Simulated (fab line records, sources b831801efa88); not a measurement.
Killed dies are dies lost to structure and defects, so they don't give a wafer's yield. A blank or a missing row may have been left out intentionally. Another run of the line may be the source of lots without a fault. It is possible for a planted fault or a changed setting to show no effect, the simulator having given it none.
Struck lot and sound lot, side by side | flow sky130 | 15 steps out of a route of 708
Sound: wafers L100.2, L100.4, L100.6. The struck wafers were L104.2, L104.4, L104.6. At the end, the cause is stated.
Order at every step that has rows: each side's tool, ch and its chambers, its first start. Under that, the readings that differ: sound wafers | struck wafers | difference of the means | sigmas: that difference in standard deviations of wafers without a fault.
alike: same words and numbers on both sides, and readings whose means sit less than 2 such deviations apart. not compared: any withheld reading, any reading some wafer has no value for, any bound like >300 that may hide the same value, and any number with overlapping values for which the record gives no deviation.
A row with sigmas, a row that says differs or no value, or rows on one side alone: a step with any of these is where the two part. When numbers do not overlap yet have no deviation, they are printed without sigmas and do not part them. A reading that every wafer of one side lacks parts them only if that side has two wafers or more.

first, 7 steps without rows for these wafers: SKY_LDD_N_DEHYDRATE_00 (time 60 s); SKY_LDD_N_HMDS_01 (prime time 60 s); SKY_LDD_N_COAT_02 (resist thk 300 nm); SKY_LDD_N_SOFTBAKE_03 (time 60 s); SKY_LDD_N_EXPOSE_04 (exposes mask NTM, target cd 840 nm); SKY_LDD_N_PEB_05; SKY_LDD_N_DEVELOP_06 (develop time 60 s).
SKY_LDD_N_OVL_MEAS_07:
  sound: overlay-01 at day 20 20:19; struck: overlay-02 at day 21 22:00
  alike: LDD_N_OVL
then, 4 steps without rows for these wafers: SKY_LDD_N_IMPLANT_08; SKY_LDD_N_IMPLANT_09; SKY_LDD_N_IMPLANT_10; SKY_LDD_N_IMPLANT_11.
SKY_LDD_N_IMPLANT_12:
  sound on implanter-02 ch 0, day 20 20:58; struck on implanter-03 ch 0, day 21 22:39
reading               | sound                | struck               | difference | sigmas
rotationDeg (degrees) | -0.036 -0.021 -0.030 | 63.371 63.403 63.416 | +63.426    | +99 or more
  alike: beamOnS, doseIonsCm2
next, for these wafers, 1 step has no rows: SKY_LDD_N_IMPLANT_13.
-- record jumps: 27 days separate the struck wafers' starts on either side; left off in module LDD_N, taken up again in module PAD_OPEN, whose first shown step is the route's number 708 --
SKY_PAD_OPEN_PROBE_99:
  sound: prober-01 at day 48 00:49; struck: prober-01 at day 48 15:26
reading                               | sound                | struck               | difference | sigmas
model.etest.nfet_01v8_lvt.vtSatV (V)  | 0.5461 0.5347 0.5308 | 0.5098 0.4989 0.5123 | -0.0302    | 
model.etest.nfet_01v8.vtSatV (V)      | 0.6536 0.6544 0.6481 | 0.6354 0.6244 0.6332 | -0.0210    | 
model.etest.nfet_01v8_lvt.vtV (V)     | 0.6215 0.6124 0.6127 | 0.6053 0.603 0.6069  | -0.0105    | 
model.etest.nfet_01v8.vtV (V)         | 0.7088 0.7077 0.7062 | 0.7034 0.6952 0.7008 | -0.0078    | 
model.etest.nfet_01v8_swapped.vtV (V) | 0.7091 0.7076 0.7061 | 0.7039 0.6969 0.702  | -0.0067    | 
  alike: killed_at_M0_to_M3, killed_at_M4_up, killedAtContacts, killedAtFrontEnd, killedAtOther, killedDies, killedOpen, killedShort
  not compared: model.etest.sramNfetPass.vtSatV

WHERE THEY PART
Only at SKY_LDD_N_IMPLANT_12, within this record. Later steps at which nothing parts them and some readings are alike: SKY_PAD_OPEN_PROBE_99.

WHY: what the simulator had put in
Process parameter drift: implanter-03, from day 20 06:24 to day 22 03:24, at SKY_LDD_N_IMPLANT_12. A move of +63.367 in setting rotationDeg, from 0. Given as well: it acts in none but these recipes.
